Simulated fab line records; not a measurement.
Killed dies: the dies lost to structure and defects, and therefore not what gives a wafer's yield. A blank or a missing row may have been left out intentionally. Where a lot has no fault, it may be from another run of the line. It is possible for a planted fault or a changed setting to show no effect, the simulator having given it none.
Chamber matching + flow sky130 + SKY_VIA3_CMP_02 on cmp-01: 4 sister chambers
The step polishes SiO2. 4 wafers are shown with their chamber, then 12 later ones without.

WAFERS WITH THEIR CHAMBER
| wafer  | chamber | motor_current_A (A) |
|--------|---------|---------------------|
| L085.1 | 0       | 12.3                |
| L087.3 | 3       | 13.1                |
| L092.5 | 1       | 12.5                |
| L092.6 | 2       | 12.7                |

WAFERS WITH NO CHAMBER GIVEN
| wafer  | motor_current_A (A) |
|--------|---------------------|
| L091.1 | 13.1                |
| L091.3 | 12.3                |
| L091.4 | 13.0                |
| L093.1 | 12.8                |
| L093.2 | 12.2                |
| L093.4 | 13.3                |
| L094.2 | 12.0                |
| L094.3 | 12.8                |
| L094.4 | 13.6                |
| L097.2 | 12.1                |
| L097.3 | 12.9                |
| L097.4 | 13.7                |

CHAMBER TAKEN BY EACH
| wafer  | from the rows above               | in truth |
|--------|-----------------------------------|----------|
| L091.1 | can't be placed: 3 or 2           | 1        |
| L091.3 | can't be placed: 0 or 1 or 2      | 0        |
| L091.4 | can't be placed: 3 or 2 or 1      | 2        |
| L093.1 | can't be placed: 2 or 3 or 1 or 0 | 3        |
| L093.2 | can't be placed: 0 or 1 or 2      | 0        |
| L093.4 | can't be placed: 3 or 2           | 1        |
| L094.2 | can't be placed: 0 or 1 or 2      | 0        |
| L094.3 | can't be placed: 2 or 3 or 1 or 0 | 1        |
| L094.4 | can't be placed: 3 or 2           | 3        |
| L097.2 | can't be placed: 0 or 1 or 2      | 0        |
| L097.3 | can't be placed: 3 or 2 or 1 or 0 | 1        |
| L097.4 | can't be placed: 3 or 2           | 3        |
0 of 12 placed correctly. Not placeable from these rows: 12 (in 10, the candidates include the true chamber). Wrongly placed: 0.
How it was worked out, from the rows above alone: a wafer's distance from a chamber is the root of the sum, over the readings, of the square of ((its reading less the chamber's mean) divided by the reading's scatter). The wafer belongs to the nearest chamber; if the next one is less than 2 further off, it can't be placed. Each chamber's mean is taken over the wafers shown for it. The scatter: root of mean squared gap, hidden wafer to nearest shown wafer, with one shown wafer a chamber.
